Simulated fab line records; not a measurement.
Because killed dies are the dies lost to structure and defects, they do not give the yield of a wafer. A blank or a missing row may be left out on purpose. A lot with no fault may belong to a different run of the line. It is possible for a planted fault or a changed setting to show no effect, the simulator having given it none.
Which tool is to blame? || flow gf180mcu || Sampling: 24 lots, 72 wafers, 5 of 602 route steps

== WHAT EACH GAUGE READ, for each wafer ==
GF_STI_THK_MEAS_02.
{"lot": "L074", "measured": "day 1 11:56", "on": "film_metro-04", "STI_OXIDATION_THK (nm)": "9.68 9.71 9.68"}
{"lot": "L075", "measured": "day 1 16:50", "on": "film_metro-01", "STI_OXIDATION_THK (nm)": "9.99 9.84 10.14"}
{"lot": "L076", "measured": "day 1 21:31", "on": "film_metro-04", "STI_OXIDATION_THK (nm)": "9.69 9.59 9.52"}
{"lot": "L077", "measured": "day 2 02:31", "on": "film_metro-04", "STI_OXIDATION_THK (nm)": "9.57 9.54 9.50"}
{"lot": "L078", "measured": "day 2 07:31", "on": "film_metro-02", "STI_OXIDATION_THK (nm)": "9.72 9.82 9.72"}
{"lot": "L079", "measured": "day 2 12:31", "on": "film_metro-04", "STI_OXIDATION_THK (nm)": "9.84 9.76 9.81"}
{"lot": "L080", "measured": "day 2 19:11", "on": "film_metro-01", "STI_OXIDATION_THK (nm)": "9.89 9.74 9.98"}
{"lot": "L081", "measured": "day 3 00:38", "on": "film_metro-02", "STI_OXIDATION_THK (nm)": "10.00 10.00 9.74"}
{"lot": "L082", "measured": "day 3 07:21", "on": "film_metro-01", "STI_OXIDATION_THK (nm)": "9.71 9.82 9.73"}
{"lot": "L083", "measured": "day 3 11:10", "on": "film_metro-04", "STI_OXIDATION_THK (nm)": "10.37 10.39 10.28"}
{"lot": "L084", "measured": "day 3 13:31", "on": "film_metro-04", "STI_OXIDATION_THK (nm)": "9.47 9.47 9.63"}
{"lot": "L085", "measured": "day 3 18:31", "on": "film_metro-01", "STI_OXIDATION_THK (nm)": "9.91 10.02 9.97"}
{"lot": "L086", "measured": "day 3 23:31", "on": "film_metro-01", "STI_OXIDATION_THK (nm)": "9.96 9.92 9.89"}
{"lot": "L087", "measured": "day 4 04:31", "on": "film_metro-02", "STI_OXIDATION_THK (nm)": "9.72 9.88 9.89"}
{"lot": "L088", "measured": "day 4 09:32", "on": "film_metro-04", "STI_OXIDATION_THK (nm)": "10.26 10.05 10.21"}
{"lot": "L089", "measured": "day 4 14:32", "on": "film_metro-02", "STI_OXIDATION_THK (nm)": "10.05 9.85 9.81"}
{"lot": "L090", "measured": "day 4 19:56", "on": "film_metro-04", "STI_OXIDATION_THK (nm)": "9.97 9.85 10.01"}
{"lot": "L091", "measured": "day 5 00:32", "on": "film_metro-01", "STI_OXIDATION_THK (nm)": "10.04 9.85 10.23"}
{"lot": "L092", "measured": "day 5 05:31", "on": "film_metro-01", "STI_OXIDATION_THK (nm)": "9.99 10.03 9.86"}
{"lot": "L093", "measured": "day 5 10:31", "on": "film_metro-02", "STI_OXIDATION_THK (nm)": "10.35 10.11 10.19"}
{"lot": "L094", "measured": "day 5 15:31", "on": "film_metro-02", "STI_OXIDATION_THK (nm)": "10.17 10.13 10.20"}
{"lot": "L095", "measured": "day 5 20:31", "on": "film_metro-02", "STI_OXIDATION_THK (nm)": "9.94 10.01 9.95"}
{"lot": "L096", "measured": "day 6 01:31", "on": "film_metro-04", "STI_OXIDATION_THK (nm)": "10.23 10.40 10.28"}
{"lot": "L097", "measured": "day 6 07:59", "on": "film_metro-04", "STI_OXIDATION_THK (nm)": "9.90 9.95 9.93"}

GF_VT_IMPLANT_OVL_MEAS_07.
{"lot": "L074", "measured": "day 5 12:56", "on": "overlay-01", "VT_IMPLANT_OVL (nm)": "-3.1 -2.8 -2.6"}
{"lot": "L075", "measured": "day 5 20:14", "on": "overlay-02", "VT_IMPLANT_OVL (nm)": "-3.5 -1.0 -1.6"}
{"lot": "L076", "measured": "day 6 02:46", "on": "overlay-02", "VT_IMPLANT_OVL (nm)": "-0.6 -0.5 -1.9"}
{"lot": "L077", "measured": "day 6 13:55", "on": "overlay-02", "VT_IMPLANT_OVL (nm)": "-0.8 -2.0 -1.9"}
{"lot": "L078", "measured": "day 6 23:37", "on": "overlay-01", "VT_IMPLANT_OVL (nm)": "0.3 -1.4 -0.9"}
{"lot": "L079", "measured": "day 7 01:03", "on": "overlay-01", "VT_IMPLANT_OVL (nm)": "1.8 3.0 0.9"}
{"lot": "L080", "measured": "day 7 04:10", "on": "overlay-01", "VT_IMPLANT_OVL (nm)": "2.6 -0.6 -1.2"}
{"lot": "L081", "measured": "day 7 13:12", "on": "overlay-02", "VT_IMPLANT_OVL (nm)": "-0.2 -1.5 1.7"}
{"lot": "L082", "measured": "day 7 19:59", "on": "overlay-01", "VT_IMPLANT_OVL (nm)": "0.7 0.6 0.7"}
{"lot": "L083", "measured": "day 8 02:42", "on": "overlay-01", "VT_IMPLANT_OVL (nm)": "3.3 3.3 2.3"}
{"lot": "L084", "measured": "day 8 05:17", "on": "overlay-01", "VT_IMPLANT_OVL (nm)": "-2.4 -0.8 -0.7"}
{"lot": "L085", "measured": "day 8 09:20", "on": "overlay-02", "VT_IMPLANT_OVL (nm)": "-1.4 -0.6 -1.4"}
{"lot": "L086", "measured": "day 8 18:37", "on": "overlay-02", "VT_IMPLANT_OVL (nm)": "2.2 0.1 2.3"}
{"lot": "L087", "measured": "day 8 23:10", "on": "overlay-02", "VT_IMPLANT_OVL (nm)": "-1.9 -0.1 -0.4"}
{"lot": "L088", "measured": "day 9 06:19", "on": "overlay-02", "VT_IMPLANT_OVL (nm)": "3.0 3.4 3.2"}
{"lot": "L089", "measured": "day 9 11:44", "on": "overlay-01", "VT_IMPLANT_OVL (nm)": "1.8 0.7 0.3"}
{"lot": "L090", "measured": "day 9 18:57", "on": "overlay-02", "VT_IMPLANT_OVL (nm)": "0.8 2.0 1.8"}
{"lot": "L091", "measured": "day 10 00:49", "on": "overlay-02", "VT_IMPLANT_OVL (nm)": "-1.6 -1.7 0.8"}
{"lot": "L092", "measured": "day 10 06:07", "on": "overlay-02", "VT_IMPLANT_OVL (nm)": "-1.7 -2.5 -0.9"}
{"lot": "L093", "measured": "day 10 12:28", "on": "overlay-01", "VT_IMPLANT_OVL (nm)": "1.2 0.6 0.8"}
{"lot": "L094", "measured": "day 10 20:07", "on": "overlay-01", "VT_IMPLANT_OVL (nm)": "1.6 1.8 1.2"}
{"lot": "L095", "measured": "day 11 02:25", "on": "overlay-02", "VT_IMPLANT_OVL (nm)": "1.4 2.5 0.9"}
{"lot": "L096", "measured": "day 11 05:12", "on": "overlay-01", "VT_IMPLANT_OVL (nm)": "0.7 -1.7 -0.9"}
{"lot": "L097", "measured": "day 11 18:02", "on": "overlay-01", "VT_IMPLANT_OVL (nm)": "-2.4 0.3 0.0"}

GF_SAB_OVL_MEAS_10.
{"lot": "L074", "measured": "day 15 05:47", "on": "overlay-02", "SAB_OVL (nm)": "-0.3 2.0 1.1"}
{"lot": "L075", "measured": "day 15 10:36", "on": "overlay-01", "SAB_OVL (nm)": "-0.8 1.5 0.6"}
{"lot": "L076", "measured": "day 15 18:35", "on": "overlay-01", "SAB_OVL (nm)": "-1.3 -0.2 -1.1"}
{"lot": "L077", "measured": "day 16 13:35", "on": "overlay-01", "SAB_OVL (nm)": "0.3 0.2 1.9"}
{"lot": "L078", "measured": "day 16 23:26", "on": "overlay-02", "SAB_OVL (nm)": "-1.3 -2.7 0.2"}
{"lot": "L079", "measured": "day 17 01:44", "on": "overlay-01", "SAB_OVL (nm)": "-1.9 -1.7 -1.4"}
{"lot": "L080", "measured": "day 17 07:02", "on": "overlay-01", "SAB_OVL (nm)": "0.5 1.8 2.5"}
{"lot": "L081", "measured": "day 17 21:05", "on": "overlay-01", "SAB_OVL (nm)": "-0.6 0.0 -0.6"}
{"lot": "L082", "measured": "day 18 07:23", "on": "overlay-01", "SAB_OVL (nm)": "0.0 0.1 0.9"}
{"lot": "L083", "measured": "day 18 15:33", "on": "overlay-01", "SAB_OVL (nm)": "1.2 1.7 1.0"}
{"lot": "L084", "measured": "day 18 19:39", "on": "overlay-02", "SAB_OVL (nm)": "1.8 -1.1 0.9"}
{"lot": "L085", "measured": "day 19 00:51", "on": "overlay-01", "SAB_OVL (nm)": "0.0 -0.2 -0.5"}
{"lot": "L086", "measured": "day 19 14:30", "on": "overlay-02", "SAB_OVL (nm)": "0.7 -2.5 -0.3"}
{"lot": "L087", "measured": "day 19 22:29", "on": "overlay-02", "SAB_OVL (nm)": "-2.1 -1.1 -0.7"}
{"lot": "L088", "measured": "day 20 08:38", "on": "overlay-02", "SAB_OVL (nm)": "-0.8 1.1 1.1"}
{"lot": "L089", "measured": "day 20 16:29", "on": "overlay-01", "SAB_OVL (nm)": "1.8 1.1 2.1"}
{"lot": "L090", "measured": "day 21 00:38", "on": "overlay-01", "SAB_OVL (nm)": "-0.1 -0.7 4.7"}
{"lot": "L091", "measured": "day 21 07:08", "on": "overlay-01", "SAB_OVL (nm)": "-2.4 0.3 0.0"}
{"lot": "L092", "measured": "day 21 15:11", "on": "overlay-02", "SAB_OVL (nm)": "0.4 -0.6 -0.2"}
{"lot": "L093", "measured": "day 22 00:45", "on": "overlay-02", "SAB_OVL (nm)": "-0.5 -0.5 0.3"}
{"lot": "L094", "measured": "day 22 07:02", "on": "overlay-02", "SAB_OVL (nm)": "-1.7 0.6 -1.6"}
{"lot": "L095", "measured": "day 22 17:47", "on": "overlay-02", "SAB_OVL (nm)": "0.4 -0.6 0.0"}
{"lot": "L096", "measured": "day 22 21:26", "on": "overlay-01", "SAB_OVL (nm)": "1.0 -0.6 2.4"}
{"lot": "L097", "measured": "day 23 10:14", "on": "overlay-01", "SAB_OVL (nm)": "0.8 0.3 -0.4"}

GF_CONTACT_RS_MEAS_25: measurement is done with a four-point probe.
{"lot": "L074", "measured": "day 16 05:01", "on": "film_metro-02", "CONTACT_W_RS (ohm/sq)": "0.387 0.385 0.391"}
{"lot": "L075", "measured": "day 16 10:37", "on": "film_metro-01", "CONTACT_W_RS (ohm/sq)": "0.379 0.379 0.384"}
{"lot": "L076", "measured": "day 16 19:03", "on": "film_metro-02", "CONTACT_W_RS (ohm/sq)": "0.386 0.387 0.379"}
{"lot": "L077", "measured": "day 17 14:54", "on": "film_metro-02", "CONTACT_W_RS (ohm/sq)": "0.378 0.371 0.373"}
{"lot": "L078", "measured": "day 18 01:16", "on": "film_metro-03", "CONTACT_W_RS (ohm/sq)": "0.379 0.373 0.383"}
{"lot": "L079", "measured": "day 18 03:34", "on": "film_metro-03", "CONTACT_W_RS (ohm/sq)": "0.386 0.388 0.386"}
{"lot": "L080", "measured": "day 18 08:38", "on": "film_metro-01", "CONTACT_W_RS (ohm/sq)": "0.371 0.374 0.369"}
{"lot": "L081", "measured": "day 18 23:29", "on": "film_metro-02", "CONTACT_W_RS (ohm/sq)": "0.376 0.389 0.390"}
{"lot": "L082", "measured": "day 19 09:36", "on": "film_metro-01", "CONTACT_W_RS (ohm/sq)": "0.380 0.384 0.382"}
{"lot": "L083", "measured": "day 19 19:06", "on": "film_metro-01", "CONTACT_W_RS (ohm/sq)": "0.378 0.378 0.385"}
{"lot": "L084", "measured": "day 19 22:39", "on": "film_metro-02", "CONTACT_W_RS (ohm/sq)": "0.375 0.385 0.386"}
{"lot": "L085", "measured": "day 20 03:38", "on": "film_metro-03", "CONTACT_W_RS (ohm/sq)": "0.375 0.389 0.381"}
{"lot": "L086", "measured": "day 20 16:45", "on": "film_metro-02", "CONTACT_W_RS (ohm/sq)": "0.388 0.387 0.388"}
{"lot": "L087", "measured": "day 21 01:41", "on": "film_metro-03", "CONTACT_W_RS (ohm/sq)": "0.385 0.375 0.385"}
{"lot": "L088", "measured": "day 21 11:27", "on": "film_metro-01", "CONTACT_W_RS (ohm/sq)": "0.380 0.380 0.377"}
{"lot": "L089", "measured": "day 21 19:17", "on": "film_metro-02", "CONTACT_W_RS (ohm/sq)": "0.380 0.382 0.380"}
{"lot": "L090", "measured": "day 22 02:59", "on": "film_metro-03", "CONTACT_W_RS (ohm/sq)": "0.386 0.380 0.381"}
{"lot": "L091", "measured": "day 22 09:29", "on": "film_metro-03", "CONTACT_W_RS (ohm/sq)": "0.379 0.382 0.375"}
{"lot": "L092", "measured": "day 22 17:13", "on": "film_metro-01", "CONTACT_W_RS (ohm/sq)": "0.378 0.383 0.372"}
{"lot": "L093", "measured": "day 23 02:35", "on": "film_metro-03", "CONTACT_W_RS (ohm/sq)": "0.392 0.378 0.392"}
{"lot": "L094", "measured": "day 23 08:32", "on": "film_metro-03", "CONTACT_W_RS (ohm/sq)": "0.384 0.386 0.377"}
{"lot": "L095", "measured": "day 23 19:01", "on": "film_metro-01", "CONTACT_W_RS (ohm/sq)": "0.376 0.377 0.381"}
{"lot": "L096", "measured": "day 23 22:35", "on": "film_metro-02", "CONTACT_W_RS (ohm/sq)": "0.379 0.381 0.381"}
{"lot": "L097", "measured": "day 24 09:01", "on": "film_metro-02", "CONTACT_W_RS (ohm/sq)": "0.381 0.385 0.381"}

GF_V4_RS_MEAS_24: measurement is done with a four-point probe.
{"lot": "L074", "measured": "day 25 00:49", "on": "film_metro-01", "V4_W_RS (ohm/sq)": "0.329 0.329 0.330"}
{"lot": "L075", "measured": "day 25 02:38", "on": "film_metro-03", "V4_W_RS (ohm/sq)": "0.326 0.331 0.330"}
{"lot": "L076", "measured": "day 25 03:55", "on": "film_metro-01", "V4_W_RS (ohm/sq)": "0.328 0.327 0.326"}
{"lot": "L077", "measured": "day 25 19:57", "on": "film_metro-01", "V4_W_RS (ohm/sq)": "0.322 0.328 0.325"}
{"lot": "L078", "measured": "day 26 05:19", "on": "film_metro-01", "V4_W_RS (ohm/sq)": "0.324 0.323 0.323"}
{"lot": "L079", "measured": "day 26 22:07", "on": "film_metro-03", "V4_W_RS (ohm/sq)": "0.321 0.324 0.326"}
{"lot": "L080", "measured": "day 26 22:25", "on": "film_metro-03", "V4_W_RS (ohm/sq)": "0.327 0.327 0.329"}
{"lot": "L081", "measured": "day 27 02:22", "on": "film_metro-01", "V4_W_RS (ohm/sq)": "0.327 0.328 0.329"}
{"lot": "L082", "measured": "day 27 09:01", "on": "film_metro-02", "V4_W_RS (ohm/sq)": "0.327 0.328 0.327"}
{"lot": "L083", "measured": "day 27 17:46", "on": "film_metro-02", "V4_W_RS (ohm/sq)": "0.323 0.326 0.328"}
{"lot": "L084", "measured": "day 27 22:39", "on": "film_metro-02", "V4_W_RS (ohm/sq)": "0.328 0.327 0.328"}
{"lot": "L085", "measured": "day 28 00:37", "on": "film_metro-01", "V4_W_RS (ohm/sq)": "0.330 0.330 0.331"}
{"lot": "L086", "measured": "day 28 19:08", "on": "film_metro-02", "V4_W_RS (ohm/sq)": "0.331 0.331 0.333"}
{"lot": "L087", "measured": "day 28 20:50", "on": "film_metro-01", "V4_W_RS (ohm/sq)": "0.327 0.328 0.326"}
{"lot": "L088", "measured": "day 29 01:29", "on": "film_metro-02", "V4_W_RS (ohm/sq)": "0.335 0.334 0.333"}
{"lot": "L089", "measured": "day 29 07:37", "on": "film_metro-02", "V4_W_RS (ohm/sq)": "0.332 0.328 0.326"}
{"lot": "L090", "measured": "day 29 16:34", "on": "film_metro-03", "V4_W_RS (ohm/sq)": "0.329 0.330 0.329"}
{"lot": "L091", "measured": "day 29 20:48", "on": "film_metro-03", "V4_W_RS (ohm/sq)": "0.326 0.333 0.324"}
{"lot": "L092", "measured": "day 30 11:02", "on": "film_metro-02", "V4_W_RS (ohm/sq)": "0.329 0.327 0.335"}
{"lot": "L093", "measured": "day 30 13:08", "on": "film_metro-02", "V4_W_RS (ohm/sq)": "0.326 0.329 0.329"}
{"lot": "L094", "measured": "day 30 16:17", "on": "film_metro-02", "V4_W_RS (ohm/sq)": "0.325 0.331 0.322"}
{"lot": "L095", "measured": "day 30 21:29", "on": "film_metro-01", "V4_W_RS (ohm/sq)": "0.324 0.336 0.329"}
{"lot": "L096", "measured": "day 31 02:37", "on": "film_metro-01", "V4_W_RS (ohm/sq)": "0.323 0.329 0.331"}
{"lot": "L097", "measured": "day 31 12:39", "on": "film_metro-01", "V4_W_RS (ohm/sq)": "0.324 0.331 0.338"}

== WHICH TOOL RAN EACH LOT (tool, then ch and the chambers of the sampled wafers, then the start) ==
The record holds no process step before these readings.

== AS READ BY THE TOOLS THEMSELVES (means over the sampled wafers that have a number; for cases with no such wafer, the mark the record gives instead) ==
The record holds no such reading with a usual standard deviation.

== THE ANSWER, worked out from the rows above alone ==
Rule: the usual values come from the lots themselves. The widest of any qualifying gaps counts: lots, ordered by their means at a reading, are off when they make up no more than a third of the lots, leave a main group of 4 or more, and stand apart from it by 3 or more times the standard deviation of that group's means. The tables above print the reading to a certain number of digits; a main group whose means all agree to those digits is not used. Also off: a lot with no number at a reading for which 4 or more lots have one. Any other lot the step has rows for is counted as sound. Order of review: gauges by route order, followed by the tools' own readings, for which a lot's mean as printed above is used. The first step at which some lot is off is used, and at that step the reading that is off furthest; a lot without a number counts as furthest.
Across all readings shown, no lot is off: no conclusion can be drawn from this.

== WHAT HAD BEEN PUT IN BY THE SIMULATOR ==
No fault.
